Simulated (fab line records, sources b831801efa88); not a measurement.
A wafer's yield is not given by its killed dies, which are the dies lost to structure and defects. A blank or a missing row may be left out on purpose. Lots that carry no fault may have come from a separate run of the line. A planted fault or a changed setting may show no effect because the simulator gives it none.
fab line records ; flow sky130
record lots=6; wafers=18; last-day=50
route steps=708 shown POLY_CUT@314 SD_P@320 PAD_OPEN@708
lots that met no fault: taken from a fault-free run of the same line
start-h: start of the lot's first displayed wafer, in hours after the record's first day ; wait-h: how many hours have passed since the lot's step before this one ; " same as the row above ; L1.1+2: several wafers, shown together as one row ; - no value, or no start given ; * or withheld: withheld ; < > ~ a bound
route shown NAME@n: names a module that has steps shown in the file, with the first one's number in the route ; usual: average and standard deviation across the fault-free wafers ; same: alike in all rows ; chamber/n: place in a boat ; sites: per-site readings ; _std_site: standard deviation of those values ; _edge_site: mean of outer sites minus mean of inner sites ; radius-mm: how far each site lies from the wafer's centre ; mask NAME#n: copy n ; behind: the last tool/chamber to shape the wafer ; hold: the reason the lot was held/the length of the hold in hours/how it ended ; device: which transistor (n, p or np) failed to switch ; end of line: tests of these same wafers at the route's end ; for a step that has no rows: nothing shown but its recipe ; killed: not the wafer's yield, but the dies lost to structure and defects at the first sort ; map: shows each die of a wafer: x if killed, . if not, _ if none is there
set.NAME: the run value of the setting; set.NAME@STEP: its run value at that earlier step ; model.NAME: the simulator's own value behind a step, which no gauge read
certain route steps with their lots: each step a table, each wafer a row
services: from which hour (start-h, from the record's first day; less than 0 if before it) a tool's chamber was out of use, for how many hours, and why
## steps
# step SKY_POLY_CUT_DEVELOP_07
# recipe develop-time-s=60; resist=KrF-thick; dev-temp-c=21
# step SKY_POLY_CUT_CD_MEAS_08
# recipe target-cd-nm=270
# usual cd-nm=269.9/1.4
lot.wafer;tool;chamber;start-h;wait-h;cd-nm
L891.1;cd-sem-01;-;576.41;-;268.4
L891.4;cd-sem-01;-;576.41;-;269.4
L891.5;cd-sem-01;-;576.41;-;269.4
L899.1;cd-sem-01;-;645.96;-;268.4
L899.2;cd-sem-01;-;645.96;-;269.7
L899.5;cd-sem-01;-;645.96;-;269.8
L901.1;cd-sem-02;-;665.38;-;270.4
L901.2;cd-sem-02;-;665.38;-;268.1
L901.5;cd-sem-02;-;665.38;-;269.8
L902.3;cd-sem-02;-;671.11;-;269.8
L902.5;cd-sem-02;-;671.11;-;270.5
L902.6;cd-sem-02;-;671.11;-;269.8
L904.1;cd-sem-01;-;703.91;-;269.0
L904.2;cd-sem-01;-;703.91;-;270.3
L904.4;cd-sem-01;-;703.91;-;269.5
L911.4;cd-sem-01;-;757.68;-;267.9
L911.5;cd-sem-01;-;757.68;-;269.2
L911.6;cd-sem-01;-;757.68;-;269.8
# step SKY_POLY_CUT_OVL_MEAS_09
# usual POLY_CUT_OVL=-2/5.2
lot.wafer;tool;chamber;start-h;wait-h;POLY_CUT_OVL[nm]
L891.1;overlay-01;-;576.53;0.1;0
L891.4;overlay-01;-;576.53;0.1;-4
L891.5;overlay-01;-;576.53;0.1;-1
L899.1;overlay-01;-;646.08;0.1;-3
L899.2;overlay-01;-;646.08;0.1;-5
L899.5;overlay-01;-;646.08;0.1;-2
L901.1;overlay-01;-;665.50;0.1;-5
L901.2;overlay-01;-;665.50;0.1;-6
L901.5;overlay-01;-;665.50;0.1;-3
L902.3;overlay-01;-;671.20;0.1;1
L902.5;overlay-01;-;671.20;0.1;0
L902.6;overlay-01;-;671.20;0.1;4
L904.1;overlay-01;-;704.03;0.1;-8
L904.2;overlay-01;-;704.03;0.1;-5
L904.4;overlay-01;-;704.03;0.1;-6
L911.4;overlay-01;-;757.76;0.1;-2
L911.5;overlay-01;-;757.76;0.1;4
L911.6;overlay-01;-;757.76;0.1;-3
# step SKY_POLY_CUT_ETCH_10
# recipe chemistry=N2/H2; target=BARC; ion-energy-ev=200; source-w=500; bias-w=100; pressure-mtorr=30; n2-flow-sccm=100; h2-flow-sccm=200; stop-on=SiO2; time-s=45.9; target-depth-a=600
# usual drypump-motor-current-A=5.6/0.53; oes-product-au=0.854/0.0047; throttle-valve-pct=13.224/0.0091
lot.wafer;tool;chamber;start-h;wait-h;drypump-motor-current-A;oes-product-au;rf-hours-counter-h;throttle-valve-pct
L891.1;rie-diel-02;1;576.57;0.0;5.8;0.850;16;13.220
L891.4;rie-diel-02;2;576.57;0.0;6.2;0.858;6;13.206
L891.5;rie-diel-02;2;576.57;0.0;6.2;0.853;-;13.227
L899.1;rie-diel-02;2;646.11;0.0;6.2;0.860;8;13.203
L899.2;rie-diel-02;1;646.11;0.0;5.8;0.854;18;13.225
L899.5;rie-diel-02;0;646.11;0.0;5.9;0.852;-;13.242
L901.1;rie-diel-03;1;665.53;0.0;5.8;0.855;20;13.231
L901.2;rie-diel-03;3;665.53;0.0;4.7;0.854;14;13.226
L901.5;rie-diel-03;3;665.53;0.0;4.7;0.853;-;13.197
L902.3;rie-diel-02;2;671.23;0.0;6.2;0.861;9;13.207
L902.5;rie-diel-02;0;671.23;0.0;5.8;0.852;-;13.236
L902.6;rie-diel-02;3;671.23;0.0;5.2;0.855;-;13.220
L904.1;rie-diel-03;1;704.06;0.0;5.8;0.853;21;13.209
L904.2;rie-diel-03;0;704.06;0.0;5.5;0.852;15;13.219
L904.4;rie-diel-03;3;704.06;0.0;4.7;0.850;15;13.237
L911.4;rie-diel-02;2;757.78;0.0;6.2;0.852;11;13.228
L911.5;rie-diel-02;2;757.78;0.0;6.2;0.850;-;13.210
L911.6;rie-diel-02;1;757.78;0.0;5.8;0.862;-;13.221
# step SKY_POLY_CUT_ETCH_11
# recipe target=Si3N4; chemistry=CF4/CH2F2/Ar; stop-on=poly-Si; source-w=600; bias-w=150; pressure-mtorr=40; cf4-flow-sccm=40; ch2f2-flow-sccm=20; Ar_flow_sccm=150; time-s=42.5; target-depth-a=600
# usual drypump-motor-current-A=5.6/0.53; mfc-ar-sccm=150.0/0.45; oes-product-au=0.830/0.0061; throttle-valve-pct=14.994/0.0085
lot.wafer;tool;chamber;start-h;wait-h;drypump-motor-current-A;mfc-ar-sccm;oes-product-au;rf-hours-counter-h;throttle-valve-pct
L891.1;rie-diel-02;1;576.61;0.0;5.8;150.5;0.829;16;14.981
L891.4;rie-diel-02;2;576.61;0.0;6.2;150.4;0.829;6;14.998
L891.5;rie-diel-02;2;576.61;0.0;6.2;150.0;0.840;-;14.999
L899.1;rie-diel-02;2;646.16;0.0;6.2;149.5;0.826;8;14.987
L899.2;rie-diel-02;1;646.16;0.0;5.8;150.8;0.827;18;15.001
L899.5;rie-diel-02;0;646.16;0.0;5.8;150.3;0.827;-;15.013
L901.1;rie-diel-03;1;665.58;0.0;5.8;150.4;0.829;20;14.997
L901.2;rie-diel-03;3;665.58;0.0;4.7;150.1;0.838;14;14.987
L901.5;rie-diel-03;3;665.58;0.0;4.7;150.2;0.831;-;14.998
L902.3;rie-diel-02;2;671.27;0.0;6.2;150.2;0.828;9;14.988
L902.5;rie-diel-02;0;671.27;0.0;5.8;150.0;0.843;-;14.994
L902.6;rie-diel-02;3;671.27;0.0;5.2;149.8;0.834;-;15.000
L904.1;rie-diel-03;1;704.11;0.0;5.8;150.2;0.826;21;15.011
L904.2;rie-diel-03;0;704.11;0.0;5.5;150.3;0.828;15;14.997
L904.4;rie-diel-03;3;704.11;0.0;4.7;150.1;0.824;15;14.984
L911.4;rie-diel-02;2;757.82;0.0;6.2;150.1;0.820;11;14.981
L911.5;rie-diel-02;2;757.82;0.0;6.1;150.0;0.831;-;15.000
L911.6;rie-diel-02;1;757.82;0.0;5.8;149.7;0.828;-;14.978
# step SKY_POLY_CUT_STRIP_12
# recipe chemistry=O2/N2; power-w=1400; pressure-mtorr=1500; platen-temp-c=withheld; o2-flow-sccm=3000; n2-flow-sccm=300; overash-fraction=0.5
# usual drypump-motor-current-A=5.8/0.48; oes-product-au=0.453/0.0041; strip-time-to-endpoint-s=5.355/0.014
lot.wafer;tool;chamber;start-h;wait-h;drypump-motor-current-A;oes-product-au;rf-hours-counter-h;strip-time-to-endpoint-s
L891.1;plasma-asher-03;0;576.65;0.0;5.4;0.452;42;5.351
L891.4;plasma-asher-03;0;576.65;0.0;5.4;0.459;-;5.365
L891.5;plasma-asher-03;0;576.65;0.0;5.4;0.446;-;5.348
L899.1;plasma-asher-02;0;646.20;0.0;5.8;0.452;21;5.357
L899.2;plasma-asher-02;1;646.20;0.0;6.1;0.447;21;5.366
L899.5;plasma-asher-02;1;646.20;0.0;6.2;0.458;-;5.368
L901.1;plasma-asher-03;1;665.62;0.0;6.4;0.454;51;5.358
L901.2;plasma-asher-03;0;665.62;0.0;5.4;0.454;51;5.358
L901.5;plasma-asher-03;1;665.62;0.0;6.4;0.455;-;5.376
L902.3;plasma-asher-02;0;671.34;0.1;5.9;0.455;-;5.364
L902.5;plasma-asher-02;0;671.34;0.1;5.9;0.453;-;5.348
L902.6;plasma-asher-02;1;671.34;0.1;6.1;0.455;-;5.380
L904.1;plasma-asher-01;0;704.15;0.0;5.2;0.451;77;5.364
L904.2;plasma-asher-01;1;704.15;0.0;5.2;0.456;77;5.354
L904.4;plasma-asher-01;0;704.15;0.0;5.1;0.449;-;5.321
L911.4;plasma-asher-01;0;757.89;0.1;5.2;0.461;-;5.361
L911.5;plasma-asher-01;0;757.89;0.1;5.1;0.454;-;5.353
L911.6;plasma-asher-01;1;757.89;0.1;5.2;0.454;-;5.356
# step SKY_SD_P_DEHYDRATE_00
# recipe temp-c=200; time-s=60
# step SKY_SD_P_HMDS_01
# recipe prime-time-s=60; prime-temp-c=120
# step SKY_SD_P_COAT_02
# recipe resist=NOVOLAK; spin-rpm=3000; resist-thk-nm=1140
# step SKY_SD_P_SOFTBAKE_03
# recipe temp-c=90; time-s=60; resist=NOVOLAK
# step SKY_SD_P_EXPOSE_04
# recipe mask-id=PSDM; na=0.6; source-shape=conventional; sigma-outer=0.6; polarization=unpolarized; target-cd-nm=380; dose-mj=138
# step SKY_SD_P_PEB_05
# recipe temp-c=withheld; time-s=*; resist=NOVOLAK
# step SKY_SD_P_DEVELOP_06
# recipe resist=NOVOLAK; developer=TMAH; develop-time-s=60; dev-temp-c=23
# usual developer-temp-C=22.97/0.096
lot.wafer;tool;chamber;start-h;wait-h;developer-temp-C
L891.1;litho-track-01;0;604.71;0.1;22.90
L891.4;litho-track-01;0;604.71;0.1;22.79
L891.5;litho-track-01;0;604.71;0.1;22.90
L899.1;litho-track-02;0;673.01;0.1;22.99
L899.2;litho-track-02;0;673.01;0.1;22.98
L899.5;litho-track-02;0;673.01;0.1;22.93
L901.1;litho-track-02;0;692.51;0.1;23.62
L901.2;litho-track-02;0;692.51;0.1;23.71
L901.5;litho-track-02;0;692.51;0.1;23.69
L902.3;litho-track-02;0;697.51;0.1;23.70
L902.5;litho-track-02;0;697.51;0.1;23.69
L902.6;litho-track-02;0;697.51;0.1;23.54
L904.1;litho-track-01;0;730.71;0.1;22.95
L904.2;litho-track-01;0;730.71;0.1;23.15
L904.4;litho-track-01;0;730.71;0.1;23.05
L911.4;litho-track-04;0;784.81;0.1;22.99
L911.5;litho-track-04;0;784.81;0.1;23.02
L911.6;litho-track-04;0;784.81;0.1;22.92
# step SKY_SD_P_CD_MEAS_07
# recipe target-cd-nm=380
# usual cd-nm=379.6/2.5
lot.wafer;tool;chamber;start-h;wait-h;cd-nm
L891.1;cd-sem-01;-;604.86;0.1;379.9
L891.4;cd-sem-01;-;604.86;0.1;380.4
L891.5;cd-sem-01;-;604.86;0.1;377.0
L899.1;cd-sem-02;-;673.16;0.1;378.1
L899.2;cd-sem-02;-;673.16;0.1;379.8
L899.5;cd-sem-02;-;673.16;0.1;379.2
L901.1;cd-sem-02;-;692.66;0.1;377.4
L901.2;cd-sem-02;-;692.66;0.1;376.9
L901.5;cd-sem-02;-;692.66;0.1;375.4
L902.3;cd-sem-01;-;697.65;0.1;378.3
L902.5;cd-sem-01;-;697.65;0.1;379.1
L902.6;cd-sem-01;-;697.65;0.1;378.6
L904.1;cd-sem-02;-;730.86;0.1;385.0
L904.2;cd-sem-02;-;730.86;0.1;383.0
L904.4;cd-sem-02;-;730.86;0.1;379.9
L911.4;cd-sem-01;-;784.95;0.1;372.5
L911.5;cd-sem-01;-;784.95;0.1;375.1
L911.6;cd-sem-01;-;784.95;0.1;372.1
# step SKY_PAD_OPEN_PROBE_99
# usual killed_at_M0_to_M3=43/6.6; killed_at_M4_up=3.1/1.6; killed-at-contacts=23/5.6; killed-at-front-end=15/4.2; killed-at-other=0.2/0.43; killed-dies=85/9.3; killed-open=46/6.6; killed-short=39/6.2
# same gross-dies=492; killed-at-back-side=0
lot.wafer;tool;chamber;start-h;wait-h;killed_at_M0_to_M3;killed_at_M4_up;killed-at-contacts;killed-at-front-end;killed-at-other;killed-dies;killed-open;killed-short
L899.1;prober-02;-;1132.96;0.1;53;2;20;12;1;88;41;47
L899.2;prober-02;-;1133.01;0.1;41;6;21;10;1;79;41;38
L899.5;prober-02;-;1133.16;0.2;38;2;21;17;0;78;39;39
L901.1;prober-02;-;1143.40;0.1;47;2;25;23;1;98;49;49
L901.2;prober-02;-;1143.45;0.1;53;1;14;15;0;83;48;35
L901.5;prober-02;-;1143.60;0.2;44;4;17;12;0;77;38;39
L902.3;prober-01;-;1149.04;0.2;47;4;19;15;0;85;47;38
L902.5;prober-01;-;1149.14;0.2;40;2;21;12;0;75;38;37
L902.6;prober-01;-;1149.19;0.2;42;3;29;15;0;89;46;43
L904.1;prober-02;-;1170.83;0.1;42;1;23;16;0;82;38;44
L904.2;prober-02;-;1170.88;0.1;48;3;28;19;0;98;57;41
L904.4;prober-02;-;1170.98;0.2;55;3;35;16;1;110;60;50
L911.4;prober-02;-;1204.54;0.2;30;1;26;19;0;76;46;30
L911.5;prober-02;-;1204.59;0.2;38;5;16;16;0;75;40;35
L911.6;prober-02;-;1204.64;0.2;40;2;13;13;1;69;40;29
# killed by level:class
L899.1 VIA2:geometric-particle:open=9 VIA1:geometric-particle:short=8 METAL2:geometric-particle:short=8 VIA1:geometric-particle:open=8 VIA3:geometric-particle:open=7 LOCAL_INTERCONNECT:geometric-particle:short=7 POLY_GATE:geometric-particle:short=5 METAL1:geometric-particle:short=5
L899.2 CONTACT:geometric-particle:open=8 VIA1:geometric-particle:open=6 VIA3:geometric-particle:open=6 VIA2:geometric-particle:open=5 METAL4:geometric-particle:short=5 METAL2:geometric-particle:short=4 LOCAL_INTERCONNECT:geometric-particle:open=4 METAL1:geometric-particle:short=4
L899.5 CONTACT:geometric-particle:open=12 VIA2:geometric-particle:open=8 VIA1:geometric-particle:open=5 CONTACT:geometric-particle:short=5 METAL2:geometric-particle:short=5 FIELD_ISO:geometric-particle:open=4 FIELD_ISO:geometric-particle:short=4 VIA3:geometric-particle:short=4
L901.1 VIA1:geometric-particle:open=12 CONTACT:geometric-particle:open=8 FIELD_ISO:geometric-particle:short=7 CONTACT:geometric-particle:short=7 VIA1:geometric-particle:short=6 FIELD_ISO:geometric-particle:open=5 POLY_GATE:geometric-particle:open=5 LOCAL_INTERCONNECT:geometric-particle:short=5
L901.2 VIA1:geometric-particle:open=17 VIA2:geometric-particle:open=9 CONTACT:geometric-particle:open=8 FIELD_ISO:geometric-particle:short=7 VIA3:geometric-particle:open=6 METAL1:geometric-particle:short=5 METAL2:geometric-particle:short=5 FIELD_ISO:geometric-particle:open=4
L901.5 METAL1:geometric-particle:short=12 VIA1:geometric-particle:open=11 LI_CONTACT:geometric-particle:open=7 CONTACT:geometric-particle:open=7 VIA2:geometric-particle:short=5 VIA1:geometric-particle:short=4 METAL2:geometric-particle:short=4 FIELD_ISO:geometric-particle:open=3
L902.3 VIA1:geometric-particle:open=12 CONTACT:geometric-particle:open=10 METAL1:geometric-particle:short=7 VIA3:geometric-particle:open=7 FIELD_ISO:geometric-particle:open=5 METAL2:geometric-particle:short=5 VIA2:geometric-particle:open=5 LOCAL_INTERCONNECT:geometric-particle:short=4
L902.5 LI_CONTACT:geometric-particle:open=8 VIA3:geometric-particle:open=7 METAL1:geometric-particle:short=6 CONTACT:geometric-particle:open=6 METAL2:geometric-particle:short=6 VIA1:geometric-particle:open=5 FIELD_ISO:geometric-particle:open=4 LI_CONTACT:geometric-particle:short=4
L902.6 LI_CONTACT:geometric-particle:open=10 METAL2:geometric-particle:short=8 FIELD_ISO:geometric-particle:short=7 CONTACT:geometric-particle:open=7 VIA1:geometric-particle:open=7 VIA3:geometric-particle:open=7 FIELD_ISO:geometric-particle:open=5 LI_CONTACT:geometric-particle:short=5
L904.1 LI_CONTACT:geometric-particle:open=8 VIA1:geometric-particle:open=7 METAL1:geometric-particle:short=6 CONTACT:geometric-particle:short=5 POLY_GATE:geometric-particle:short=5 VIA1:geometric-particle:short=5 VIA2:geometric-particle:open=5 LI_CONTACT:geometric-particle:short=4
L904.2 VIA1:geometric-particle:open=15 CONTACT:geometric-particle:open=7 VIA3:geometric-particle:open=7 CONTACT:geometric-particle:short=6 VIA2:geometric-particle:open=6 LI_CONTACT:geometric-particle:open=5 LOCAL_INTERCONNECT:geometric-particle:short=5 FIELD_ISO:geometric-particle:open=4
L904.4 CONTACT:geometric-particle:open=13 VIA1:geometric-particle:open=12 LI_CONTACT:geometric-particle:open=10 LI_CONTACT:geometric-particle:short=7 METAL2:geometric-particle:short=6 VIA2:geometric-particle:open=6 POLY_GATE:geometric-particle:open=5 POLY_GATE:geometric-particle:short=5
L911.4 VIA1:geometric-particle:open=9 CONTACT:geometric-particle:open=7 CONTACT:geometric-particle:short=6 VIA2:geometric-particle:open=6 POLY_GATE:geometric-particle:short=5 FIELD_ISO:geometric-particle:open=4 FIELD_ISO:geometric-particle:short=4 LI_CONTACT:geometric-particle:open=4
L911.5 METAL2:geometric-particle:short=10 VIA1:geometric-particle:open=9 VIA3:geometric-particle:open=8 POLY_GATE:geometric-particle:short=6 METAL1:geometric-particle:short=5 CONTACT:geometric-particle:open=5 FIELD_ISO:geometric-particle:open=4 LI_CONTACT:geometric-particle:open=4
L911.6 VIA1:geometric-particle:open=16 VIA1:geometric-particle:short=6 POLY_GATE:geometric-particle:short=5 VIA2:geometric-particle:open=5 METAL1:geometric-particle:short=4 LI_CONTACT:geometric-particle:open=3 CONTACT:geometric-particle:open=3 METAL2:geometric-particle:short=3
## services
tool;chamber;start-h;hours;kind
rie-diel-03;-;600.12;0.2;repair
rie-diel-02;3;617.56;4.7;repair
rie-diel-03;1;631.98;4.4;repair
plasma-asher-01;-;653.20;4.3;repair
rie-diel-03;3;653.56;5.6;repair
plasma-asher-03;-;662.69;1.1;repair
rie-diel-02;3;685.81;13.3;repair
plasma-asher-02;-;692.52;2.8;pm
plasma-asher-03;-;715.79;4.5;repair
rie-diel-02;-;721.08;1.2;repair
plasma-asher-02;-;725.45;1.5;repair
rie-diel-02;2;749.53;5.1;repair
## key
first-sign step=SKY_SD_P_DEVELOP_06; reading=developer-temp-C; direction=up; sigmas=7.1; usual=*; struck=*
effect none on later readings
met-at SKY_SD_P_DEVELOP_06
struck-wafers L901.1,L901.2,L901.5,L902.3,L902.5,L902.6
tester-left-out L901,L902
onset-between 673.01 692.51
fault kind=process-parameter-drift; tool=litho-track-02; chamber=-; onset-h=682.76; steps=SKY_SD_P_DEVELOP_06; channel=dev-temp-c; offset=*; shape=step; end-h=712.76; acts-in=*; stated=*
# tester-left-out: of these lots the tester's yield and bins aren't shown, on N5 and GAA mostly nor the transistor test; their killed dies are dies lost to structure and defects alone, not to doping, threshold or leakage, so they don't give the yield
